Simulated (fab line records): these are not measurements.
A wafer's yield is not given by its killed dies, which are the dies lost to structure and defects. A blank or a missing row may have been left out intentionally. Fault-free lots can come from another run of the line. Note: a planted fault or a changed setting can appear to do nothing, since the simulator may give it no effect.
A lot that was struck, set against a sound lot | flow sfq line | 21 steps out of a route of 325
Sound: these wafers, L331.3, L331.4, L331.5. The struck wafers were L342.1, L342.2, L342.6. At the end, the cause is stated.
For every step that has rows: the tool of each side, followed by ch and its chambers, followed by its first start. Under that, the readings that differ: sound wafers | struck wafers | difference of the means | sigmas: that difference in standard deviations of wafers without a fault.
alike: readings whose means differ by less than 2 such deviations, and words and numbers that are the same on both sides. not compared: withheld readings, readings that some wafer has no value for, bounds like >300 that may hide the same value, and numbers for which the record gives no deviation and whose values overlap.
The two part at a step that has a row with sigmas, a row that says differs or no value, or rows on one side only. When numbers do not overlap yet have no deviation, they are printed without sigmas and do not part them. A reading missing from all wafers of one side parts the sides only when that side holds two or more wafers.

first, 2 steps without rows for these wafers: SFQ_TRILAYER_M0_LITHO_PEB_024 (peb time 62.16 s); SFQ_TRILAYER_M0_LITHO_DEVELOP_023 (time 60 s).
SFQ_M0_OVL_MEAS_906:
  sound on overlay-01, day 8 13:14; struck on overlay-02, day 13 10:00
  alike: M0_OVL
then, 1 step without rows for these wafers: SFQ_TRILAYER_M0_BARC_OPEN_METAL_ETCH_031 (etches BARC in O2, target depth 125 nm, time 41.7 s).
SFQ_TRILAYER_M0_ETCH_METAL_ETCH_024: etches Nb in Cl2/Ar, stops on SiO2, target depth 240 nm, time 120 s.
  sound on rie metal-04 ch 0,1, day 8 13:22; struck on rie metal-01 ch 0,1, day 13 10:06
  alike: drypump motor current A, oes product au
  not compared: rf hours counter h
then, 2 steps without rows for these wafers: SFQ_TRILAYER_M0_STRIP_STRIP_025 (strips in O2); SFQ_TRILAYER_M0_STRIP_SOLV_CLEAN_026 (cleans in NMP, time 600 s).
SFQ_TRILAYER_I0_DEP_PECVD_027: deposits SiO2 from SiH4/N2O, time 111.11 s, target thk 500 nm.
  sound on pecvd-04 ch 0,1, day 8 14:14; struck on pecvd-02 ch 0,1, day 13 11:01
  alike: heater power w, susceptor temp C, throttle valve pct
SFQ_TRILAYER_I0_CMP_CMP_028: polishes SiO2.
  sound on cmp-02 ch 1,2,3, day 8 15:20; struck on cmp-02 ch 1,2,3, day 13 11:35
  alike: motor current A, slurry flow ml min, time to endpoint s
SFQ_I0_BOW_MEAS_907:
  sound on film metro-03, day 8 17:22; struck on film metro-02, day 13 14:05
  alike: I0_BOW
SFQ_TRILAYER_I0_METRO_MEASURE_029:
  sound on film metro-03, day 8 17:51; struck on film metro-02, day 13 14:13
  alike: thk nm
then, 1 step without rows for these wafers: SFQ_TRILAYER_I0_VIA_LITHO_COAT_036 (resist thk 62 nm).
SFQ_TRILAYER_I0_VIA_LITHO_COAT_031: resist thk 650 nm.
  sound on litho track-04 ch 0, day 8 19:03; struck on litho track-04 ch 0, day 13 15:43
  reading                                                 | sound             | struck            | difference | sigmas
  model.KrF_of_TRILAYER_I0_VIA_LITHO_COAT_031.thk nm (nm) | 649.6 648.7 649.9 | 670.8 671.1 668.9 | +20.9      |
then, 4 steps without rows for these wafers: SFQ_TRILAYER_I0_VIA_LITHO_SOFTBAKE_035; SFQ_TRILAYER_I0_VIA_LITHO_EXPOSE_032 (exposes mask I0, target cd 500 nm); SFQ_TRILAYER_I0_VIA_LITHO_PEB_034 (peb time 60 s); SFQ_TRILAYER_I0_VIA_LITHO_DEVELOP_033 (time 60 s).
-- the record jumps here: 4 days lie between the struck wafers' starts before and after --
SFQ_I0_OVL_MEAS_908:
  sound on overlay-02, day 13 03:35; struck on overlay-02, day 17 11:04
  reading     | sound  | struck    | difference | sigmas
  I0_OVL (nm) | 8 -2 3 | -7 -14 -2 | -11        | -2
SFQ_TRILAYER_I0_VIA_BARC_OPEN_VIA_ETCH_046: etches BARC in O2, target depth 125 nm, time 41.7 s.
  sound on rie diel-01 ch 0,2,3, day 13 03:37; struck on rie diel-02 ch 0,3, day 17 11:07
  alike: drypump motor current A, oes product au
  not compared: rf hours counter h
SFQ_TRILAYER_I0_VIA_ETCH_VIA_ETCH_034: etches SiO2 in CHF3, stops on Nb, target depth 260 nm.
  sound on rie diel-01 ch 0,2,3, day 13 03:40; struck on rie diel-02 ch 0,3, day 17 11:09
  reading                                                 | sound           | struck            | difference | sigmas
  model.KrF_of_TRILAYER_I0_VIA_LITHO_COAT_031.thk nm (nm) | 527.6 528.1 529 | 549.4 549.1 546.8 | +20.2      |
  alike: drypump motor current A, oes product au
then, 1 step without rows for these wafers: SFQ_TRILAYER_I0_VIA_STRIP_STRIP_035 (strips in O2).

WHERE THEY PART
At SFQ_I0_OVL_MEAS_908 and nowhere else, as far as this record goes. Later steps at which nothing parts them and some readings are alike: SFQ_TRILAYER_I0_VIA_BARC_OPEN_VIA_ETCH_046, SFQ_TRILAYER_I0_VIA_ETCH_VIA_ETCH_034.

WHY: whatever the simulator had introduced
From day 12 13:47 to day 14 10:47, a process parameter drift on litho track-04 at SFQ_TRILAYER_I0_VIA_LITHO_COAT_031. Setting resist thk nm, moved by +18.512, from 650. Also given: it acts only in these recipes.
